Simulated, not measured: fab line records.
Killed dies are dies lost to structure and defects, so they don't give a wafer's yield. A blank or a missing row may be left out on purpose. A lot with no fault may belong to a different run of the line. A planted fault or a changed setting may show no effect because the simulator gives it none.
fab line records	flow gf180mcu
record lots=6	wafers=18	last_day=34
route steps=602 shown V3@448 M4@456
lots untouched by any fault: they come from a run of this same line in which no faults occurred
start_h: the number of hours between the record's first day and the start of the first shown wafer of the lot	wait_h: hours from the lot's prior step to this one	" identical to the entry in the row above	L1.1+2: a single row standing in for several wafers	- no value present, or no start provided	* or withheld: withheld	< > ~ a bound
route shown NAME@n: names a module that has steps shown in the file, with the first one's number in the route	usual: the fault-free wafers' mean and standard deviation	same: alike in all rows	chamber/n: place in a boat	sites: readings site by site	_std_site: standard deviation across them	_edge_site: the outer-site mean with the inner-site mean subtracted	radius_mm: how far each site lies from the wafer's centre	mask NAME#n: copy n	behind: the tool/chamber that last shaped the wafer	hold: cause of the lot's hold/its duration in hours/its outcome	device: which transistor (n, p or np) failed to switch	end of line: the tests these same wafers got at the end of their route	a step given without rows: its recipe and nothing more	killed: the dies lost at the first sort to structure and to defects; this is not the yield of the wafer	map: a wafer's dies, marking killed ones x, the rest . and places with no die _
set.NAME: the run value of the setting; set.NAME@STEP: its run value at that earlier step	model.NAME: the simulator's own value behind a step, which no gauge read
lots at selected steps of the route; one table per step, one row per wafer
services: a tool's chamber out of use, with start hour (start_h, from the record's first day; less than 0 if before it), hours out, and reason
## steps
# step GF_V3_STRIP_19
# recipe chemistry=post_etch_residue_remover	time_s=1200	temp_c=72.5
# step GF_V3_CLEAN_20
# recipe chemistry=DIW	dry=n2_spin
# step GF_V3_SPUTTER_21
# recipe material=Ti	target_thk_nm=15	chamber_pressure_pa=5	power_w=2500	substrate_temp_c=200	time_s=80.02
# usual cathode_dc_power_W=2500.0/0.46	chamber_pressure_pa=5.000/0.011	throttle_valve_pct=30.1/0.63
lot.wafer	tool	chamber	start_h	wait_h	cathode_dc_power_W	chamber_pressure_pa	throttle_valve_pct
L585.1	pvd_sputter-02	-	515.47	0.0	2499.9	5.002	30.0
L585.2	"	-	"	"	2499.1	4.999	30.9
L585.4	"	-	"	"	2499.7	5.008	30.2
L587.1	pvd_sputter-04	-	531.98	0.0	2500.1	4.985	30.8
L587.4	"	-	"	"	2500.5	5.010	30.0
L587.5	"	-	"	"	2499.7	4.994	30.2
L598.1	pvd_sputter-02	-	628.39	0.0	2500.0	4.983	30.1
L598.4	"	-	"	"	2499.3	5.003	30.1
L598.5	"	-	"	"	2500.7	4.982	31.0
L599.1	pvd_sputter-02	-	635.30	0.0	2500.1	4.995	31.1
L599.3	"	-	"	"	2500.1	5.002	30.1
L599.6	"	-	"	"	2500.2	4.987	30.9
L607.4	pvd_sputter-02	-	687.83	0.0	2500.4	5.007	30.3
L607.5	"	-	"	"	2500.9	5.016	30.2
L607.6	"	-	"	"	2500.1	4.987	30.1
L608.1	pvd_sputter-03	-	694.88	0.0	2500.0	5.010	30.7
L608.3	"	-	"	"	2499.8	4.994	30.1
L608.4	"	-	"	"	2500.6	4.983	29.3
# step GF_V3_SPUTTER_22
# recipe material=TiN	target_thk_nm=10	chamber_pressure_pa=5	power_w=4000	time_s=40
# step GF_V3_CVD_23
# recipe material=W	target_thk_nm=350	time_s=104.9	temp_c=400	pressure_torr=40
# step GF_V3_RS_MEAS_24
# recipe thk_meas_gauge=four-point-probe	reads=W_of_V3_CVD_23+TiN_of_V3_SPUTTER_22+Ti_of_V3_SPUTTER_21
# usual V3_W_RS=0.324/0.0061
lot.wafer	tool	chamber	start_h	wait_h	V3_W_RS[ohm/sq]
L585.1	film_metro-03	-	515.68	0.1	0.320
L585.2	"	-	"	"	0.325
L585.4	"	-	"	"	0.328
L587.1	film_metro-03	-	532.19	0.1	0.329
L587.4	"	-	"	"	0.327
L587.5	"	-	"	"	0.317
L598.1	film_metro-04	-	628.60	0.1	0.316
L598.4	"	-	"	"	0.331
L598.5	"	-	"	"	0.334
L599.1	film_metro-01	-	635.51	0.1	0.331
L599.3	"	-	"	"	0.322
L599.6	"	-	"	"	0.323
L607.4	film_metro-03	-	688.10	0.1	0.321
L607.5	"	-	"	"	0.333
L607.6	"	-	"	"	0.319
L608.1	film_metro-04	-	695.09	0.1	0.332
L608.3	"	-	"	"	0.328
L608.4	"	-	"	"	0.319
# step GF_V3_THK_MEAS_25
# recipe thk_meas_gauge=xrf	reads=W_of_V3_CVD_23
# usual V3_W_THK=346/6.4
lot.wafer	tool	chamber	start_h	wait_h	V3_W_THK[nm]
L585.1	film_metro-03	-	515.80	0.1	353
L585.2	"	-	"	"	347
L585.4	"	-	"	"	344
L587.1	film_metro-03	-	532.31	0.1	341
L587.4	"	-	"	"	343
L587.5	"	-	"	"	354
L598.1	film_metro-04	-	628.72	0.1	350
L598.4	"	-	"	"	336
L598.5	"	-	"	"	334
L599.1	film_metro-01	-	635.63	0.1	340
L599.3	"	-	"	"	347
L599.6	"	-	"	"	347
L607.4	film_metro-03	-	688.19	0.1	349
L607.5	"	-	"	"	337
L607.6	"	-	"	"	352
L608.1	film_metro-04	-	695.21	0.1	339
L608.3	"	-	"	"	342
L608.4	"	-	"	"	350
# step GF_V3_CMP_26
# recipe stop_on=SiO2	down_force_psi=3.5	platen_rpm=60	t_overpolish_s=15	target_thk_nm=0	pad_velocity_m_s=0.94248
# usual head_pressure_psi=3.500/0.0078	motor_current_A=10.9/1.2	overpolish_run_s=14.999/0.0095	time_to_endpoint_s=88/4.7
lot.wafer	tool	chamber	start_h	wait_h	head_pressure_psi	motor_current_A	overpolish_run_s	time_to_endpoint_s
L585.1	cmp-01	1	515.86	0.1	3.495	10.0	15.011	94
L585.4	"	2	"	"	3.503	10.1	14.983	89
L585.2	"	3	"	"	3.491	9.4	15.006	88
L587.4	cmp-02	3	532.37	0.0	3.500	9.9	14.979	86
L587.1	"	2	"	"	3.494	13.4	14.991	90
L587.5	"	3	"	"	3.498	10.8	15.012	88
L598.4	cmp-02	1	628.83	0.1	3.505	10.3	15.003	86
L598.1	"	2	"	"	3.511	12.9	15.001	88
L598.5	"	0	"	"	3.503	10.7	14.996	77
L599.1	cmp-02	1	635.79	0.1	3.503	9.6	14.994	85
L599.3	"	2	"	"	3.494	12.6	15.005	89
L599.6	"	0	"	"	3.498	10.7	15.012	85
L607.4	cmp-02	0	688.37	0.2	3.514	10.4	15.000	81
L607.5	"	1	"	"	3.503	10.2	14.998	81
L607.6	"	2	"	"	3.495	13.6	14.993	87
L608.3	cmp-02	3	695.27	0.0	3.498	10.1	15.021	84
L608.4	"	0	"	"	3.502	10.9	15.011	83
L608.1	"	1	"	"	3.497	9.8	14.999	86
# step GF_M4_SPUTTER_00
# recipe material=Ti	target_thk_nm=37.5	arriving_ion_energy_ev=80	substrate_temp_c=200	chamber_pressure_pa=2	power_w=4000	time_s=150
# usual cathode_dc_power_W=4000.0/0.75	chamber_pressure_pa=2.000/0.0039	throttle_valve_pct=29.9/0.75
lot.wafer	tool	chamber	start_h	wait_h	cathode_dc_power_W	chamber_pressure_pa	throttle_valve_pct
L585.1	pvd_sputter-01	-	516.16	0.2	4001.0	2.001	30.2
L585.2	"	-	"	"	3999.1	1.995	28.8
L585.4	"	-	"	"	4001.6	1.994	28.9
L587.1	pvd_sputter-02	-	532.67	0.1	4000.9	2.001	30.9
L587.4	"	-	"	"	3999.0	1.995	30.0
L587.5	"	-	"	"	4000.6	2.002	30.1
L598.1	pvd_sputter-01	-	629.08	0.1	3999.9	2.002	29.0
L598.4	"	-	"	"	4000.1	1.999	30.8
L598.5	"	-	"	"	4001.2	2.009	30.2
L599.1	pvd_sputter-03	-	635.99	0.1	3999.2	2.009	29.2
L599.3	"	-	"	"	3999.4	2.004	29.0
L599.6	"	-	"	"	4001.0	2.005	29.0
L607.4	pvd_sputter-01	-	688.52	0.1	3999.9	1.999	30.7
L607.5	"	-	"	"	4000.8	2.010	30.7
L607.6	"	-	"	"	4000.1	1.998	28.8
L608.1	pvd_sputter-03	-	695.57	0.1	4001.5	1.998	30.5
L608.3	"	-	"	"	4000.0	1.995	29.2
L608.4	"	-	"	"	3999.9	2.002	30.2
# step GF_M4_SPUTTER_01
# recipe material=TiN	target_thk_nm=30	power_w=6500	time_s=25	chamber_pressure_pa=0.4
# step GF_M4_SPUTTER_02
# recipe material=AlCu	target_thk_nm=450	power_w=10600	time_s=23.9	chamber_pressure_pa=0.4
# usual cathode_dc_power_W=10600/1.8	chamber_pressure_pa=0.4000/0.00077	throttle_valve_pct=29.9/0.73
lot.wafer	tool	chamber	start_h	wait_h	cathode_dc_power_W	chamber_pressure_pa	throttle_valve_pct
L585.1	pvd_sputter-01	-	516.30	0.0	10601	0.3983	30.1
L585.2	"	-	"	"	10599	0.4004	29.0
L585.4	"	-	"	"	10598	0.3995	28.7
L587.1	pvd_sputter-02	-	532.80	0.0	10604	0.3995	31.1
L587.4	"	-	"	"	10602	0.3993	30.1
L587.5	"	-	"	"	10599	0.3997	30.3
L598.1	pvd_sputter-01	-	629.21	0.0	10599	0.4007	28.8
L598.4	"	-	"	"	10599	0.4002	30.7
L598.5	"	-	"	"	10603	0.3984	30.1
L599.1	pvd_sputter-03	-	636.12	0.0	10603	0.3996	29.2
L599.3	"	-	"	"	10600	0.3994	29.2
L599.6	"	-	"	"	10598	0.3998	29.2
L607.4	pvd_sputter-01	-	688.66	0.0	10602	0.4020	30.6
L607.5	"	-	"	"	10598	0.4004	31.0
L607.6	"	-	"	"	10601	0.3995	29.2
L608.1	pvd_sputter-03	-	695.70	0.0	10598	0.4010	30.4
L608.3	"	-	"	"	10599	0.4004	29.3
L608.4	"	-	"	"	10599	0.4005	30.0
# step GF_M4_SPUTTER_03
# recipe material=Ti	target_thk_nm=10	substrate_temp_c=300	chamber_pressure_pa=0.3	power_w=3000	time_s=6.7
# usual cathode_dc_power_W=3000.0/0.51	chamber_pressure_pa=0.3001/0.00057	throttle_valve_pct=29.8/0.73
lot.wafer	tool	chamber	start_h	wait_h	cathode_dc_power_W	chamber_pressure_pa	throttle_valve_pct
L585.1	pvd_sputter-01	-	516.33	0.0	3000.1	0.3008	30.3
L585.2	"	-	"	"	2999.1	0.2999	28.9
L585.4	"	-	"	"	3000.5	0.3000	28.8
L587.1	pvd_sputter-02	-	532.83	0.0	3000.3	0.3000	31.0
L587.4	"	-	"	"	2999.9	0.2995	30.0
L587.5	"	-	"	"	3001.0	0.2998	30.1
L598.1	pvd_sputter-01	-	629.24	0.0	2999.9	0.2995	29.0
L598.4	"	-	"	"	2999.9	0.2998	30.6
L598.5	"	-	"	"	2999.2	0.2998	30.1
L599.1	pvd_sputter-03	-	636.15	0.0	3000.4	0.2992	29.4
L599.3	"	-	"	"	2999.7	0.3004	29.3
L599.6	"	-	"	"	3000.7	0.2994	29.0
L607.4	pvd_sputter-01	-	688.69	0.0	2999.6	0.2994	30.5
L607.5	"	-	"	"	2999.6	0.3002	30.7
L607.6	"	-	"	"	2999.5	0.3001	28.9
L608.1	pvd_sputter-03	-	695.73	0.0	3000.8	0.2988	30.4
L608.3	"	-	"	"	3000.1	0.3005	29.3
L608.4	"	-	"	"	2999.1	0.3004	30.2
# step GF_M4_SPUTTER_04
# recipe material=TiN	target_thk_nm=50	power_w=6500	time_s=41.7	chamber_pressure_pa=0.4
# usual cathode_dc_power_W=6500.0/1.3	chamber_pressure_pa=0.3999/0.00076	throttle_valve_pct=29.8/0.73
lot.wafer	tool	chamber	start_h	wait_h	cathode_dc_power_W	chamber_pressure_pa	throttle_valve_pct
L585.1	pvd_sputter-01	-	516.35	0.0	6497.8	0.3992	30.1
L585.2	"	-	"	"	6500.0	0.4003	29.2
L585.4	"	-	"	"	6499.0	0.3980	28.7
L587.1	pvd_sputter-02	-	532.85	0.0	6499.0	0.3997	30.8
L587.4	"	-	"	"	6500.8	0.3995	30.3
L587.5	"	-	"	"	6500.5	0.4000	30.2
L598.1	pvd_sputter-01	-	629.26	0.0	-	-	-
L598.4	"	-	"	"	-	-	-
L598.5	"	-	"	"	-	-	-
L599.1	pvd_sputter-03	-	636.17	0.0	-	-	-
L599.3	"	-	"	"	-	-	-
L599.6	"	-	"	"	-	-	-
L607.4	pvd_sputter-01	-	688.71	0.0	6500.3	0.3992	30.8
L607.5	"	-	"	"	6499.6	0.3986	30.6
L607.6	"	-	"	"	6502.6	0.3990	28.7
L608.1	pvd_sputter-03	-	695.75	0.0	6500.5	0.3992	30.4
L608.3	"	-	"	"	6498.6	0.4012	29.2
L608.4	"	-	"	"	6501.0	0.4012	30.5
# step GF_M4_THK_MEAS_06
# recipe thk_meas_gauge=xrf	reads=AlCu_of_M4_SPUTTER_02
# usual M4_ALCU_THK=456/6.1
lot.wafer	tool	chamber	start_h	wait_h	M4_ALCU_THK[nm]
L585.1	film_metro-01	-	516.51	0.1	456
L585.2	"	-	"	"	457
L585.4	"	-	"	"	456
L587.1	film_metro-03	-	533.01	0.1	460
L587.4	"	-	"	"	447
L587.5	"	-	"	"	452
L598.1	film_metro-02	-	629.42	0.1	510
L598.4	"	-	"	"	509
L598.5	"	-	"	"	519
L599.1	film_metro-02	-	636.38	0.1	497
L599.3	"	-	"	"	500
L599.6	"	-	"	"	498
L607.4	film_metro-01	-	688.90	0.1	450
L607.5	"	-	"	"	451
L607.6	"	-	"	"	455
L608.1	film_metro-01	-	695.91	0.1	447
L608.3	"	-	"	"	450
L608.4	"	-	"	"	454
# step GF_M4_DEHYDRATE_07
# recipe temp_c=200	time_s=60
## services
tool	chamber	start_h	hours	kind
cmp-02	-	493.78	18.3	pm
cmp-02	-	514.74	4.8	pm
cmp-01	-	518.64	5.8	repair
cmp-02	-	520.85	0.9	repair
pvd_sputter-02	-	538.57	1.9	repair
cmp-02	-	560.05	0.8	repair
cmp-01	-	561.73	10.1	repair
cmp-01	-	566.52	0.3	repair
cmp-01	-	568.57	0.4	repair
cmp-02	-	572.27	4.0	pm
pvd_sputter-01	3	574.43	-	consumable_replace:kit
pvd_sputter-01	3	574.43	18.0	scheduled_down
pvd_sputter-01	3	574.43	18.0	vent_cycle
pvd_sputter-02	-	583.33	1.9	repair
pvd_sputter-02	-	585.48	5.7	repair
pvd_sputter-02	3	623.34	-	consumable_replace:kit
pvd_sputter-02	3	623.34	18.0	scheduled_down
pvd_sputter-02	3	623.34	18.0	vent_cycle
cmp-02	-	624.34	3.9	repair
pvd_sputter-02	-	639.49	3.2	repair
pvd_sputter-03	2	646.27	-	consumable_replace:kit
pvd_sputter-03	2	646.27	18.0	scheduled_down
pvd_sputter-03	2	646.27	18.0	vent_cycle
cmp-01	-	649.83	2.7	repair
## key
first_sign step=GF_M4_SPUTTER_04	reading=tool_record	direction=missing
effect step=GF_M4_THK_MEAS_06	reading=M4_ALCU_THK	direction=up	sigmas=8.2	usual=456	struck=506
met_at GF_M4_SPUTTER_04
struck_wafers L598.1,L598.4,L598.5,L599.1,L599.3,L599.6
later_rows_left_out L598.1,L598.4,L598.5,L599.1,L599.3,L599.6
sort_left_out L598.1,L598.4,L598.5,L599.1,L599.3,L599.6
tester_left_out L598,L599
onset_between 516.35 629.26
earlier_fault kind=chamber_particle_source	tool=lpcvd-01	chamber=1	onset_h=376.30	steps=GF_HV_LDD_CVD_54	rate_per_visit_cm2=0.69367	end_h=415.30
earlier_fault kind=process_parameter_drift	tool=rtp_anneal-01	chamber=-	onset_h=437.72	steps=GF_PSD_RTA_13	channel=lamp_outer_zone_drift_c	offset=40	shape=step	end_h=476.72
fault kind=skipped_step_whole	tool=pvd_sputter-01,pvd_sputter-03	chamber=-	onset_h=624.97	steps=GF_M4_SPUTTER_04	scope=struck_lots_only
# tester_left_out: of these lots the tester's yield and bins aren't shown, on N5 and GAA mostly nor the transistor test; their killed dies are dies lost to structure and defects alone, not to doping, threshold or leakage, so they don't give the yield
# sort_left_out: the simulated sort isn't trusted on such a fault, so these wafers' sort isn't shown, and their yield isn't known
# later_rows_left_out: the simulator's readings of these wafers behind a module that went badly wrong aren't trusted and aren't shown, but for the sort
